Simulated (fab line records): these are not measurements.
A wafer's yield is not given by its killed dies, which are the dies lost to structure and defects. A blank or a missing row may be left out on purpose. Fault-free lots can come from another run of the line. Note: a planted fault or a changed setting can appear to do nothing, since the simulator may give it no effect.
Chamber matching ; flow sfq-line ; SFQ_TRILAYER_I5_ETCH_VIA_ETCH_147 on rie-diel-03: 4 sister chambers
The step etches the open film in CHF3, stops on Nb, target depth 360 nm. 18 wafers are shown with their chamber, then 9 later ones without.

WAFERS, EACH WITH ITS CHAMBER
wafer;chamber;drypump-motor-current-A (A);oes-product-au (a.u.);rf-fwd-power-W (W)
L393.1;1;6.2;0.986;497.7
L393.3;3;6.2;0.990;500.2
L393.4;0;5.7;0.980;497.3
L397.3;3;6.2;0.985;500.7
L397.4;1;6.2;0.979;500.7
L397.6;3;6.2;0.984;500.8
L400.1;0;5.7;0.997;501.7
L400.3;2;6.4;0.987;498.1
L400.6;0;5.7;0.977;500.2
L401.2;3;6.2;0.999;497.7
L401.3;1;6.2;0.982;495.9
L401.4;0;5.7;0.977;499.5
L402.2;2;6.3;0.973;494.8
L402.5;0;5.7;0.983;500.1
L402.6;3;6.2;0.988;502.0
L408.2;1;6.2;0.983;498.7
L408.4;2;6.4;0.984;498.5
L408.6;2;6.3;0.970;500.2

SIGNATURES (means of the wafers above)
reading;chamber 0;chamber 1;chamber 2;chamber 3;scatter within a chamber
drypump-motor-current-A;5.700;6.200;6.350;6.200;0.0267
oes-product-au;0.98280;0.98250;0.97850;0.98920;0.00681
rf-fwd-power-W;499.760;498.250;497.900;500.280;1.84
Rule: distance of a wafer from a chamber = root of the sum over the readings of ((wafer's reading minus chamber's mean) / reading's scatter) squared. The wafer belongs to the nearest chamber; if the next one is less than 2 further off, it can't be placed. How the scatter is found: for the shown wafers, subtract from each reading the mean of its chamber, square and add these, divide the total by (wafers less chambers), then take the root.

WAFERS WITHOUT THEIR CHAMBER
wafer;drypump-motor-current-A (A);oes-product-au (a.u.);rf-fwd-power-W (W)
L409.1;5.7;0.980;497.5
L409.2;6.2;0.976;500.0
L409.6;6.2;0.976;499.4
L414.2;6.2;0.983;501.8
L414.4;6.2;0.988;498.2
L414.6;6.3;0.986;498.7
L415.1;6.2;0.987;500.5
L415.5;6.2;0.989;500.2
L415.6;5.8;0.992;498.0

WHICH CHAMBER EACH WENT THROUGH
wafer;from the rows above;in truth
L409.1;0;0
L409.2;can't be placed: 1 or 3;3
L409.6;can't be placed: 1 or 3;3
L414.2;can't be placed: 3 or 1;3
L414.4;can't be placed: 1 or 3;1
L414.6;can't be placed: 2 or 1 or 3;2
L415.1;can't be placed: 3 or 1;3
L415.5;can't be placed: 3 or 1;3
L415.6;0;0
Correctly placed: 2 of 9. From these rows, 7 cannot be placed; in 7 the true chamber is one of the candidates. Number placed wrongly: 0.
